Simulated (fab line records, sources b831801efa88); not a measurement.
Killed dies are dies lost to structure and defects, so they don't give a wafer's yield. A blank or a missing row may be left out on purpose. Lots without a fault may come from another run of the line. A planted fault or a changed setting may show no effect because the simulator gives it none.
Which tool did it? | flow sky130 | 11 lots, 33 wafers sampled, at 4 steps of a route of 708

WHAT THE GAUGES READ, wafer by wafer
SKY_VIA1_RS_MEAS_22: measures by four-point-probe.
lot  | measured     | on            | VIA1_W_RS (ohm/sq)
L324 | day 34 00:56 | film_metro-01 | 0.429 0.424 0.426
L326 | day 34 22:07 | film_metro-02 | 0.434 0.436 0.428
L328 | day 35 17:33 | film_metro-02 | 0.434 0.432 0.424
L330 | day 36 07:31 | film_metro-02 | 0.511 0.510 0.510
L332 | day 36 19:26 | film_metro-03 | 0.423 0.424 0.424
L331 | day 36 20:22 | film_metro-03 | 0.509 0.507 0.496
L341 | day 39 14:58 | film_metro-03 | 0.429 0.431 0.432
L342 | day 40 00:28 | film_metro-02 | 0.430 0.437 0.435
L343 | day 40 02:34 | film_metro-03 | 0.434 0.430 0.437
L345 | day 40 22:08 | film_metro-03 | 0.426 0.421 0.422
L346 | day 41 04:15 | film_metro-03 | 0.431 0.428 0.431

WHICH TOOL RAN EACH LOT (tool, then ch and the chambers of the sampled wafers, then the start)
lot  | SKY_VIA1_CMP_02               | SKY_VIA1_ETCH_15                   | SKY_VIA1_CVD_21
L324 | cmp-01 ch 2,3, day 32 20:59   | rie_diel-04 ch 0,1,3, day 34 00:06 | cvd_w-02 ch 1, day 34 00:50
L326 | cmp-02 ch 1,2,3, day 33 18:33 | rie_diel-02 ch 0,1,2, day 34 21:18 | cvd_w-01 ch 0,1, day 34 22:00
L328 | cmp-01 ch 0,1, day 34 13:46   | rie_diel-04 ch 1,2, day 35 16:45   | cvd_w-02 ch 0,1, day 35 17:28
L330 | cmp-01 ch 0,3, day 35 03:54   | rie_diel-02 ch 0,1,3, day 36 06:23 | cvd_w-02 ch 0, day 36 07:25
L332 | cmp-02 ch 0,1,3, day 35 15:40 | rie_diel-04 ch 1,2, day 36 18:36   | cvd_w-01 ch 0,1, day 36 19:20
L331 | cmp-01 ch 0,3, day 35 16:35   | rie_diel-01 ch 2,3, day 36 19:33   | cvd_w-02 ch 0,1, day 36 20:15
L341 | cmp-01 ch 0,1, day 38 12:47   | rie_diel-01 ch 0,1, day 39 14:09   | cvd_w-01 ch 0,1, day 39 14:52
L342 | cmp-02 ch 2,3, day 38 22:13   | rie_diel-02 ch 0,1,2, day 39 23:41 | cvd_w-01 ch 0,1, day 40 00:23
L343 | cmp-01 ch 1,2,3, day 39 00:22 | rie_diel-01 ch 0,1,3, day 40 01:47 | cvd_w-01 ch 0,1, day 40 02:29
L345 | cmp-02 ch 0,1,3, day 39 20:58 | rie_diel-04 ch 0,1,2, day 40 21:17 | cvd_w-01 ch 0,1, day 40 22:01
L346 | cmp-02 ch 0,1, day 40 03:05   | rie_diel-02 ch 0,1, day 41 03:28   | cvd_w-02 ch 0,1, day 41 04:09
- SKY_VIA1_CMP_02: polishes SiO2.
- SKY_VIA1_ETCH_15: etches SiO2 in C4F8/O2/Ar, stops on TiN, target depth 351 nm, time 54 s.
- SKY_VIA1_CVD_21: deposits W, target thk 270 nm, time 80.902 s.

THE ANSWER, worked out from the rows above alone
Rule: what is usual is taken from the lots themselves. Put in order of their means at a reading, lots are off if they are a third of the lots or fewer, leave a main group of 4 or more, and stand apart from it by a gap of 3 or more times the standard deviation of the main group's means; of several such gaps the widest counts. A main group whose means are all the same, to the digits that the tables above print for the reading, isn't used. A lot without any number at a reading at which 4 lots or more have one is off too. The other lots that the step has rows for count as sound.
Off: L330, L331, at SKY_VIA1_RS_MEAS_22 (VIA1_W_RS). The main group: mean 0.429 ohm/sq, standard deviation 0.0039.
A tool fits if, at a process step before that reading, it ran every lot that is off, and no sound lot after the first of them. The gauges at SKY_VIA1_RS_MEAS_22 are tried like those tools. None of those tried fits.

WHAT THE SIMULATOR HAD PUT IN
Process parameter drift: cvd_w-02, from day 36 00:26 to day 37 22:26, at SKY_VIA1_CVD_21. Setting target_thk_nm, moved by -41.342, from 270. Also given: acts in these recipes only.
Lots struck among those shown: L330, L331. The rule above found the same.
